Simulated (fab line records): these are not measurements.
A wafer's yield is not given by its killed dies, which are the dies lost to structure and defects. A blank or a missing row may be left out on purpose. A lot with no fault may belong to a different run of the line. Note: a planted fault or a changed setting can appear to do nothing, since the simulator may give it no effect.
The same fault as seen by 2 desks :: flow sky130 :: numbers are kept per desk, each desk with only its own; the story behind them comes last

== FOR THE TOOL OWNER'S DESK: litho-track-01 ==
Per lot that ran on this tool, the mean of the sampled wafers carrying a number, from the tool's own readings at SKY_VIA2_SOFTBAKE_08 (time 90 s). Marked OUT: a lot whose mean sits more than 4 standard deviations from the usual mean, which makes it out of limits; the brackets give that distance.
Columns: A = heater-power-total-W at SKY_VIA2_SOFTBAKE_08, usual 57.37 W; B = run-length-s at SKY_VIA2_SOFTBAKE_08, usual 119.15 s
lot: L727
first seen here: day 38 23:00
A: 57.29
B: 119.07

lot: L728
first seen here: day 39 08:00
A: 78.27 (+99 or more) OUT
B: 63.90 (-99 or more) OUT

lot: L729
first seen here: day 39 13:00
A: 78.15 (+99 or more) OUT
B: 63.77 (-99 or more) OUT

lot: L732
first seen here: day 40 13:00
A: 78.05 (+99 or more) OUT
B: 63.79 (-99 or more) OUT
Finding of this desk: L728, L729, L732 out of limits; the first was L728 at day 39 08:00, on heater-power-total-W at SKY_VIA2_SOFTBAKE_08. L727 stayed within limits.

== METROLOGY DESK ==
What the gauges read for every lot (on any tool): the sampled wafers with a number, averaged. Marked OUT: a lot whose mean sits more than 4 standard deviations from the usual mean, which makes it out of limits; the brackets give that distance.
Columns: A = VIA2_HDPCVD_THK at SKY_VIA2_THK_MEAS_01, usual 1177 nm; B = VIA2_BOW at SKY_VIA2_BOW_MEAS_03, usual 85 um
lot: L718
first seen here: day 35 05:16
A: 1188
B: 85

lot: L727
first seen here: day 38 10:36
A: 1186
B: 79

lot: L728
first seen here: day 38 19:46
A: 1184
B: 82

lot: L729
first seen here: day 39 00:26
A: 1184
B: 93

lot: L730
first seen here: day 39 15:37
A: 1171
B: 97

lot: L732
first seen here: day 39 23:44
A: 1178
B: 87

lot: L738
first seen here: day 41 19:25
A: 1154
B: 80
This desk found nothing out of limits on any of the 7 lots.

== PUT TOGETHER ==
At day 39 08:00, on L728, L729, L732, the tool owner's desk was in a position to raise an alarm.
The metrology desk saw nothing out of limits.
The metrology desk holds a record of L728, L729, L732, inside its limits.
Every lot named ran SKY_VIA2_SOFTBAKE_08 on litho-track-01.

== WHAT THE SIMULATOR PUT IN ==
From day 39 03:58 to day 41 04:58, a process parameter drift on litho-track-01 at SKY_VIA2_SOFTBAKE_08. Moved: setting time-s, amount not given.
Struck lots among those shown: L728, L729, L732.
Delay in hours, fault start to first out-of-limits reading, by desk: the tool owner's desk at 4.
